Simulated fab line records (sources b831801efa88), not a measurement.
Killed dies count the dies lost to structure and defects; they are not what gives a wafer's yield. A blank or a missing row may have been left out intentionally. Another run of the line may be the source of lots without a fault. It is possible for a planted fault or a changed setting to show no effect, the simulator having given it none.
Struck lot and sound lot, side by side | flow sky130 | 16 out of 708 route steps
Sound: these wafers, L874.2, L874.3, L874.4. Struck: wafer L876.2 (left out: L876.1, L876.3 of the same lot, which were not struck); the cause appears at the end.
At each step with rows: each side's tool, then ch and its chambers, then its first start. Under that, the readings that differ: sound wafers | struck wafers | difference of the means | sigmas: that difference in standard deviations of wafers without a fault.
alike: readings with means less than 2 such deviations apart, plus words and numbers identical on both sides. not compared: withheld readings, readings lacking a value on some wafer, bounds such as >300 that could conceal the same value, and numbers that have no deviation in the record and whose values overlap.
The two part at a step that has a row with sigmas, a row that says differs or no value, or rows on one side only. Non-overlapping numbers with no deviation appear without sigmas and do not part them. Lack of a reading on every wafer of one side parts them only where that side has two or more wafers.

first, 7 steps without rows for these wafers: SKY_METAL3_HMDS_06 (prime time 60 s); SKY_METAL3_COAT_07 (resist thk 60 nm); SKY_METAL3_COAT_08 (resist thk 1140 nm); SKY_METAL3_SOFTBAKE_09 (time 90 s); SKY_METAL3_EXPOSE_10 (exposes mask MM3, target cd 300 nm); SKY_METAL3_PEB_11; SKY_METAL3_DEVELOP_12 (develop time 60 s).
SKY_METAL3_CD_MEAS_13: the cd target is 300 nm.
  sound: cd-sem-02 at day 39 13:18; struck: cd-sem-02 at day 40 05:47
  alike: cd-nm
SKY_METAL3_OVL_MEAS_14:
  sound: overlay-01 at day 39 13:25; struck: overlay-02 at day 40 05:54
  alike: METAL3_OVL
SKY_METAL3_DESCUM_15: chemistry O2, time 8 s.
  sound on rie-metal-03 ch 0,1, day 39 13:26; struck on rie-metal-03 ch 0, day 40 05:56
  alike: drypump-motor-current-A, oes-product-au
  not compared: rf-hours-counter-h
SKY_METAL3_ETCH_16: etches BARC in N2/H2, stops on SiO2, time 88.2 s, target depth 60 nm.
  sound on rie-metal-03 ch 0,1, day 39 13:28; struck on rie-metal-03 ch 0, day 40 05:58
  alike: bias-w, drypump-motor-current-A, h2-flow-sccm, oes-product-au, throttle-valve-pct
  not compared: rf-hours-counter-h
SKY_METAL3_ETCH_17: etches SiO2 in C4F8/O2/Ar, stops on TiN, time 3.9 s, target depth 15 nm.
  sound on rie-diel-01 ch 1,2,3, day 39 13:34; struck on rie-diel-02 ch 2, day 40 06:04
  alike: bias-w, oes-product-au
  not compared: rf-hours-counter-h
SKY_METAL3_METAL_ETCH_18: etches the open film in Cl2/BCl3, stops on SiO2, target depth 845 nm, time 183.1 s.
  sound on rie-metal-01 ch 0,1, day 39 13:35; struck on rie-metal-01 ch 0, day 40 06:05
  reading                                       | sound                | struck | difference | sigmas
  bias-w (W)                                    | 48.42 48.60 48.41    | 58.77  | +10.29     | +74
  throttle-valve-pct (%)                        | 22.269 22.254 22.281 | 22.238 | -0.030     | -3
  model.KrF-thick_of_METAL3_COAT_08.thk-nm (nm) | 540.2 538.2 535.5    | 481.5  | -56.5      |
  model.SiO2_of_VIA2_HDPCVD_00.thk-nm (nm)      | 467.4 467.8 467.4    | 461.8  | -5.7       |
  alike: bcl3-flow-sccm, drypump-motor-current-A, oes-product-au
  not compared: rf-hours-counter-h
SKY_METAL3_STRIP_19: strips in O2/N2.
  sound on plasma-asher-02 ch 0,1, day 39 13:46; struck on plasma-asher-01 ch 1, day 40 06:16
  reading                      | sound             | struck | difference | sigmas
  oes-product-au (a.u.)        | 0.509 0.507 0.503 | 0.492  | -0.014     | -2
  strip-time-to-endpoint-s (s) | 6.64 6.63 6.62    | 6.10   | -0.53      | -6
  alike: drypump-motor-current-A
  not compared: rf-hours-counter-h
then, 2 steps without rows for these wafers: SKY_METAL3_STRIP_20 (strips in post etch residue remover, time 1200 s); SKY_PAD_OPEN_PROBE_99.

## WHERE THEY PART
At SKY_METAL3_METAL_ETCH_18 first; at SKY_METAL3_STRIP_19 last (within this record only).

WHY: whatever the simulator had introduced
rie-metal-01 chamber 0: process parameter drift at SKY_METAL3_METAL_ETCH_18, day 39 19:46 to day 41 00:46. Setting bias-w, moved by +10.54, from 48.5. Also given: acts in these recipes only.
